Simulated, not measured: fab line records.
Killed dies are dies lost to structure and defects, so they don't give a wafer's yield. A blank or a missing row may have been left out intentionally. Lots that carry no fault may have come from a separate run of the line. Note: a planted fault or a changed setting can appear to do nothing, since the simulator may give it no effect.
Code-filled problem report in 8D (eight disciplines) form	flow gf180mcu	the parts of the form that need people (team, actions taken, sign-off) are left out

## 1. PROBLEM STATEMENT
run_length_s at GF_STI_ETCH_14 reads a mean of 144.4 s on 1 wafer of 1 lot; wafers without a fault read 131.5 s with a standard deviation of 0.42. Relative to the usual mean, that is a shift of +31 standard deviations.
The step: etches Si in HBr/Cl2/O2, target depth 360 nm, time 102.9 s.
The first sign was on wafer L160.5 at day 4 12:44, on rie_si-01. The record holds 35 wafers of 12 lots with a number at this step. The rule behind "out" and "out of limits": a value lying over 4 standard deviations away from the usual mean. The other wafers with a number count as sound.

## 2. WHAT IT IS; WHAT IT IS NOT
question	is	is not
which readings at this step	run_length_s	drypump_motor_current_A, oes_product_au
which lots	L160	L149, L150, L151, L152, L154, L155, L156, L163, L169, L170, L172
which wafers of those lots	L160.5	L160.1
read on which tools	rie_si-01	rie_si-02
when	from day 4 12:44	up to then (22 sound wafers); but 12 sound wafers of L163, L169, L170, L172 came after

## 3. WHAT RULES OUT EACH SUSPECT
Counting: a tool at a process step up to the reading stays a suspect if it ran every lot that is out. Sound lots after the first of them don't rule it out here, since some wafers of a struck lot are sound.
- rie_diel-03 at GF_STI_ETCH_13 (etches the open film in CHF3/O2, stops on Si, target depth 282.31 nm, time 112.9 s): kept. It ran the lot that is out, L160 (day 4 12:39); its last sound lot up to then is L152 (day 2 21:41).
- rie_si-01 at GF_STI_ETCH_14 (etches Si in HBr/Cl2/O2, target depth 360 nm, time 102.9 s): kept. It ran the lot that is out, L160 (day 4 12:44); its last sound lot up to then is L156 (day 3 13:47). Its own run_length_s readings are out on those wafers.
- Within rie_diel-03 at GF_STI_ETCH_13: the wafers that are out ran in chamber 1; their sound lot-mates ran in chamber 0.
- Within rie_si-01 at GF_STI_ETCH_14: the wafers that are out ran in chamber 1; their sound lot-mates ran in chamber 3.
Left after counting: rie_diel-03 at GF_STI_ETCH_13, rie_si-01 at GF_STI_ETCH_14.

## 4. THE CAUSE (what the simulator had put in)
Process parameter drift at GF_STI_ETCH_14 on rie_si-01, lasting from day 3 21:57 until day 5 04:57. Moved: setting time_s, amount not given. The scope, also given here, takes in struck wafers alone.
This tool is one of the 2 suspects left after counting.

## 5. THE EFFECT CHAIN, in route order
Rows list readings where the struck wafers' mean (over those with a number) sits beyond 3 standard deviations from the usual. Readings are gone through only where the record gives a usual standard deviation; hours: the median, over the lots, of the time from a lot's start at the first step in this table giving one to that lot's start at this step; sigmas: the change measured in usual standard deviations.
hours	step	reading	usual	on struck wafers	change	sigmas
0	GF_STI_ETCH_14	run_length_s	131.5 s	144.4	+12.9	+31
Process steps it contains:
- GF_STI_ETCH_14: etches Si in HBr/Cl2/O2, target depth 360 nm, time 102.9 s.

## 6. WHAT WOULD HAVE CAUGHT IT SOONER
15 hours passed between the start of the fault at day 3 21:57 and the first reading out of limits in this record, taken at day 4 12:44.
